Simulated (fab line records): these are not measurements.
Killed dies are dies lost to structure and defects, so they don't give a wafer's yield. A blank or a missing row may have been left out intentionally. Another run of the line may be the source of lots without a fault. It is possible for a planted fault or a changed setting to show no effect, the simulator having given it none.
8D (eight disciplines) problem report, filled in by code	flow sky130	the parts of the form that need people (team, actions taken, sign-off) are left out

== 1. THE ISSUE ==
Mean of killed_at_contacts at SKY_PAD_OPEN_PROBE_99: 77 across 2 wafers in 2 lots; on wafers with no fault it is 24 (standard deviation 4.7). That puts it +11 standard deviations away from the usual mean.
Earliest sighting: wafer L719.6 on prober-02 at day 48 19:04. The record has a number at this step for 6 wafers belonging to 2 lots. Rule for "out" (also "out of limits"): further than 4 standard deviations from the usual mean. All remaining wafers that have a number are taken as sound.

== 2. WHAT IT IS; WHAT IT IS NOT ==
question	is	is not
which readings at this step	killed_at_contacts, killed_dies	killed_at_M4_up, killed_at_front_end, killed_at_other
which lots	L719, L721	-
which wafers of those lots	L719.6, L721.6	L719.2, L719.5, L721.2, L721.5
read on which tools	prober-02	-
when	from day 48 19:04	up to then (2 sound wafers); but 2 sound wafers of L721 came after

== 3. SUSPECTS, AND WHAT RULES EACH OUT ==
Counting: any tool at a process step up to the reading remains a suspect provided it ran every lot that is out. Sound lots after the first of them don't rule it out here, since some wafers of a struck lot are sound.
- hdpcvd-02 at SKY_CONTACT_HDPCVD_02 (deposits SiO2, target thk 565 nm, time 94.2 s): kept. It ran every lot that is out, first L719 (day 34 12:54).
- rie_metal-03 at SKY_METAL2_METAL_ETCH_19 (etches the open film in Cl2/BCl3, stops on SiO2, target depth 360 nm, time 78 s): kept. It ran every lot that is out, first L719 (day 39 01:49).
- prober-02 at SKY_PAD_OPEN_PROBE_99: kept. It ran every lot that is out, first L719 (day 48 18:52). On those wafers its own readings are out: killed_at_contacts, killed_dies.
The count leaves hdpcvd-02 at SKY_CONTACT_HDPCVD_02, rie_metal-03 at SKY_METAL2_METAL_ETCH_19, and prober-02 at SKY_PAD_OPEN_PROBE_99.

== 4. THE CAUSE (what the simulator had put in) ==
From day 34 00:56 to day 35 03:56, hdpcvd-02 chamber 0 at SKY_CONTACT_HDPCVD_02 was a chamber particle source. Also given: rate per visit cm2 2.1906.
Counting leaves 3 suspects; this tool is one of them.

== 5. THE EFFECT CHAIN, in route order ==
Rows list readings where the struck wafers' mean (over those with a number) sits beyond 3 standard deviations from the usual. Only readings for which the record gives a usual standard deviation are gone through. hours: the time from each lot's start at the first step in this table that gives one to its start at this step, as a median over the lots. sigmas: the change in usual standard deviations.
hours	step	reading	usual	on struck wafers	change	sigmas
0	SKY_PAD_OPEN_PROBE_99	killed_at_contacts	24	77	+53	+11
0	SKY_PAD_OPEN_PROBE_99	killed_dies	86	120	+34	+4.1
Its process steps:
- SKY_PAD_OPEN_PROBE_99

== 6. WHAT WOULD HAVE CAUGHT IT SOONER ==
354 hours passed between the start of the fault at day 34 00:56 and the first reading out of limits in this record, taken at day 48 19:04.
By day 48 19:04, every lot that is out (2) had started SKY_CONTACT_HDPCVD_02 on hdpcvd-02. None of them would have been spared by holding the tool at that moment.
